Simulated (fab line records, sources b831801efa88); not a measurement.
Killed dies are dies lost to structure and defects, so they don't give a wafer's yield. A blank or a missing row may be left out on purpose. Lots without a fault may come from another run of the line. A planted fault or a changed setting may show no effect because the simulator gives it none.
Which tool did it? | flow sky130 | 12 lots, 36 wafers sampled, at 5 steps of a route of 708

WHAT THE GAUGES READ, wafer by wafer
SKY_VT_ADJUST_HVTP_CD_MEAS_07: target cd 380 nm. Usual: cd_nm 380.7 nm, standard deviation 3.
lot  | measured     | on        | cd_nm (nm)        | flag
L584 | day 6 17:37  | cd_sem-01 | 379.2 380.3 376.7 |
L585 | day 6 19:22  | cd_sem-01 | 380.5 379.5 378.7 |
L586 | day 7 11:41  | cd_sem-01 | 382.0 382.9 382.1 |
L587 | day 7 12:37  | cd_sem-02 | 384.6 384.9 385.8 |
L588 | day 7 13:48  | cd_sem-01 | 384.3 383.6 382.4 |
L598 | day 9 19:46  | cd_sem-01 | 380.7 380.2 381.6 |
L600 | day 10 10:34 | cd_sem-01 | 380.6 380.0 383.1 |
L601 | day 10 12:37 | cd_sem-02 | 379.0 375.4 380.0 |
L602 | day 10 19:27 | cd_sem-01 | 377.1 379.1 379.5 |
L603 | day 11 03:08 | cd_sem-01 | 381.3 380.7 382.1 |
L605 | day 12 01:35 | cd_sem-02 | 378.8 378.0 378.1 |
L606 | day 12 03:41 | cd_sem-02 | 381.6 381.8 384.1 |

SKY_POLY_GATE_THK_MEAS_04. Usual: POLY_GATE_CVD_03_THK 75.1 nm, standard deviation 0.71.
lot  | measured     | on            | POLY_GATE_CVD_03_THK (nm) | flag
L584 | day 15 22:41 | film_metro-01 | 73.7 74.3 74.0            |
L585 | day 16 00:02 | film_metro-04 | 74.7 75.0 75.1            |
L586 | day 17 04:32 | film_metro-02 | 75.6 75.9 76.0            |
L587 | day 17 04:32 | film_metro-01 | 74.9 74.8 75.2            |
L588 | day 17 13:25 | film_metro-02 | 75.0 74.8 74.8            |
L598 | day 20 08:33 | film_metro-02 | 74.8 75.0 75.6            |
L600 | day 21 02:47 | film_metro-01 | 76.1 76.3 75.7            |
L601 | day 21 05:30 | film_metro-01 | 75.1 75.9 75.3            |
L602 | day 21 16:45 | film_metro-04 | 76.1 75.4 76.7            |
L603 | day 22 01:45 | film_metro-04 | 74.8 75.1 74.3            |
L605 | day 23 04:14 | film_metro-02 | 76.4 75.8 75.9            |
L606 | day 23 09:27 | film_metro-01 | 74.4 74.8 74.5            |

SKY_LDD_P_TW_MEAS_11. Usual: LDD_P_TW 637, standard deviation 5.6.
lot  | measured     | on            | LDD_P_TW    | flag
L584 | day 19 20:59 | film_metro-01 | 632 631 632 |
L585 | day 19 21:43 | film_metro-02 | 637 641 639 |
L586 | day 21 02:23 | film_metro-02 | 637 637 639 |
L587 | day 21 03:26 | film_metro-02 | 641 639 640 |
L588 | day 21 11:45 | film_metro-01 | 633 634 635 |
L598 | day 24 06:36 | film_metro-02 | 577 576 576 | OFF
L600 | day 25 00:05 | film_metro-02 | 577 582 580 | OFF
L601 | day 25 02:59 | film_metro-01 | 623 625 628 |
L602 | day 25 12:47 | film_metro-02 | 638 635 639 |
L603 | day 25 22:35 | film_metro-01 | 631 624 624 |
L605 | day 26 23:18 | film_metro-01 | 629 625 631 |
L606 | day 27 04:41 | film_metro-03 | 635 635 638 |

WHICH TOOL RAN EACH LOT (tool, then ch and the chambers of the sampled wafers, then the start)
lot  | SKY_NWELL_STRIP_14                   | SKY_LDD_P_IMPLANT_09
L584 | plasma_asher-02 ch 0,1, day 5 05:52  | implanter-02 ch 0, day 19 20:44
L585 | plasma_asher-02 ch 0, day 5 06:13    | implanter-02 ch 0, day 19 21:26
L586 | plasma_asher-01 ch 0, day 5 22:40    | implanter-01 ch 0, day 21 02:10
L587 | plasma_asher-02 ch 0,1, day 6 00:07  | implanter-04 ch 0, day 21 03:11
L588 | plasma_asher-01 ch 0,1, day 6 00:28  | implanter-04 ch 0, day 21 11:31
L598 | plasma_asher-02 ch 0,1, day 7 23:59  | implanter-04 ch 0, day 24 06:23
L600 | plasma_asher-03 ch 0,1, day 8 14:28  | implanter-04 ch 0, day 24 23:50
L601 | plasma_asher-01 ch 0,1, day 8 16:45  | implanter-01 ch 0, day 25 02:46
L602 | plasma_asher-03 ch 0,1, day 8 22:58  | implanter-02 ch 0, day 25 12:33
L603 | plasma_asher-03 ch 0,1, day 9 05:46  | implanter-01 ch 0, day 25 22:21
L605 | plasma_asher-03 ch 0,1, day 10 03:10 | implanter-02 ch 0, day 26 23:04
L606 | plasma_asher-01 ch 0,1, day 10 04:46 | implanter-01 ch 0, day 27 04:26
- SKY_NWELL_STRIP_14: strips in O2/N2.
- SKY_LDD_P_IMPLANT_09

WHAT THE TOOLS THEMSELVES READ (means of the sampled wafers that have a number; where no wafer has one, the mark that the record gives instead)
SKY_NWELL_STRIP_14. Usual: drypump_motor_current_A 5.60 A, standard deviation 0.24; oes_product_au 0.722 a.u., standard deviation 0.0045; strip_time_to_endpoint_s 36.91 s, standard deviation 0.14.
lot  | tool            | drypump_motor_current_A (A) | oes_product_au (a.u.) | strip_time_to_endpoint_s (s) | flag
L584 | plasma_asher-02 | 5.67                        | 0.726                 | 36.75                        |
L585 | plasma_asher-02 | 5.56                        | 0.721                 | 37.03                        |
L586 | plasma_asher-01 | 5.71                        | 0.720                 | 37.11                        |
L587 | plasma_asher-02 | 5.77                        | 0.720                 | 36.84                        |
L588 | plasma_asher-01 | 5.29                        | 0.723                 | 36.89                        |
L598 | plasma_asher-02 | 5.75                        | 0.720                 | 37.17                        |
L600 | plasma_asher-03 | 5.65                        | 0.726                 | 36.84                        |
L601 | plasma_asher-01 | 5.31                        | 0.719                 | 36.78                        |
L602 | plasma_asher-03 | 5.70                        | 0.720                 | 36.63                        |
L603 | plasma_asher-03 | 5.71                        | 0.723                 | 36.89                        |
L605 | plasma_asher-03 | 5.66                        | 0.722                 | 36.82                        |
L606 | plasma_asher-01 | 5.51                        | 0.728                 | 36.89                        |

SKY_LDD_P_IMPLANT_09. Usual: dose_ions_cm2 1.0002e+13, standard deviation 9.7e+09; end_station_pressure_torr 5.02e-06 Torr, standard deviation 2.7e-07; faraday_current_uA 56.4, standard deviation 1.
lot  | tool         | dose_ions_cm2 | end_station_pressure_torr (Torr) | faraday_current_uA | flag
L584 | implanter-02 | 9.9940e+12    | 4.79e-06                         | 56.5               |
L585 | implanter-02 | 9.9973e+12    | 4.90e-06                         | 55.6               |
L586 | implanter-01 | 1.0004e+13    | 5.25e-06                         | 56.4               |
L587 | implanter-04 | 9.9973e+12    | 4.88e-06                         | 57.1               |
L588 | implanter-04 | 1.0006e+13    | 5.01e-06                         | 56.8               |
L598 | implanter-04 | 7.2880e+12    | 4.99e-06                         | 41.9               | OFF
L600 | implanter-04 | 7.3097e+12    | 4.96e-06                         | 40.3               | OFF
L601 | implanter-01 | 1.0004e+13    | 5.05e-06                         | 56.4               |
L602 | implanter-02 | 9.9993e+12    | 4.77e-06                         | 56.0               |
L603 | implanter-01 | 9.9933e+12    | 5.19e-06                         | 56.9               |
L605 | implanter-02 | 1.0000e+13    | 5.03e-06                         | 56.5               |
L606 | implanter-01 | 1.0012e+13    | 4.88e-06                         | 56.0               |

THE ANSWER, worked out from the rows above alone
Rule: a lot is off if the mean of its wafers that have a number lies more than 3 standard deviations from the usual mean. A lot without any number at a reading at which 4 lots or more have one is off too. The other lots that the step has rows for count as sound. The gauges are gone through in route order, then the tools' own readings, and for those a lot's mean is taken as printed above. The first step at which some lot is off is used, and at that step the reading that is off furthest; a lot without a number counts as furthest.
Off: L598, L600, at SKY_LDD_P_TW_MEAS_11 (LDD_P_TW).
A tool fits if, at a process step before that reading, it ran every lot that is off, and no sound lot after the first of them. The gauges at SKY_LDD_P_TW_MEAS_11 aren't tried: what is off there is off at SKY_LDD_P_IMPLANT_09 too, on other tools, and a gauge's error can't cause that. One fits: implanter-04 at SKY_LDD_P_IMPLANT_09. Its last sound lot is L588 (day 21 11:31), its first lot that is off L598 (day 24 06:23): a fault that began between those two fits.
The tool's own readings at SKY_LDD_P_IMPLANT_09 bear it out: on the lots that are off they differ by more than 5 times the standard deviation of the sound lots' means. dose_ions_cm2 reads 7.2988e+12 there against 1.0001e+13 on the sound lots; faraday_current_uA reads 41.1 there against 56.4 on the sound lots.

WHAT THE SIMULATOR HAD PUT IN
Process parameter drift: implanter-04, from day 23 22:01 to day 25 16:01, at SKY_LDD_P_IMPLANT_09. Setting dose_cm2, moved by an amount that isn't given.
Lots struck among those shown: L598, L600. The rule above found the same.
